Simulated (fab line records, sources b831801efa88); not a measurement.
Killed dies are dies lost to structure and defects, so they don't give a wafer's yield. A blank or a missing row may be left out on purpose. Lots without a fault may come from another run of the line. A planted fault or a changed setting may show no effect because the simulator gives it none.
Chamber matching | flow gf180mcu | GF_V5_CMP_26 on cmp-01: 4 sister chambers
The step polishes, stops on SiO2, t overpolish 15 s, target thk 0 nm. 4 wafers are shown with their chamber, then 9 later ones without.

WAFERS WITH THEIR CHAMBER
wafer  | chamber | motor_current_A (A)
L214.6 | 0       | 13.3
L215.1 | 3       | 11.3
L215.2 | 2       | 12.6
L215.3 | 1       | 12.0

WAFERS WITHOUT THEIR CHAMBER
wafer  | motor_current_A (A)
L217.1 | 11.8
L217.2 | 12.1
L217.3 | 13.8
L216.1 | 11.0
L216.3 | 11.8
L216.5 | 14.1
L220.4 | 11.3
L220.5 | 12.8
L220.6 | 11.5

WHICH CHAMBER EACH WENT THROUGH
wafer  | from the rows above          | in truth
L217.1 | can't be placed: 1 or 3 or 2 | 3
L217.2 | can't be placed: 1 or 2 or 3 | 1
L217.3 | can't be placed: 0 or 2      | 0
L216.1 | can't be placed: 3 or 1      | 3
L216.3 | can't be placed: 1 or 3 or 2 | 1
L216.5 | can't be placed: 0 or 2      | 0
L220.4 | can't be placed: 3 or 1      | 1
L220.5 | can't be placed: 2 or 0 or 1 | 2
L220.6 | can't be placed: 3 or 1      | 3
Placed correctly: 0 of 9. Can't be placed from these rows: 9 (the true chamber is among the candidates in 9). Placed wrongly: 0.
How it was worked out, from the rows above alone: a wafer's distance from a chamber is the root of the sum, over the readings, of the square of ((its reading less the chamber's mean) divided by the reading's scatter). The wafer belongs to the nearest chamber; if the next one is less than 2 further off, it can't be placed. A chamber's mean is the mean of its shown wafers. The scatter: with one shown wafer a chamber, the root of the mean of the squares of how far each hidden wafer lies from its nearest shown one.
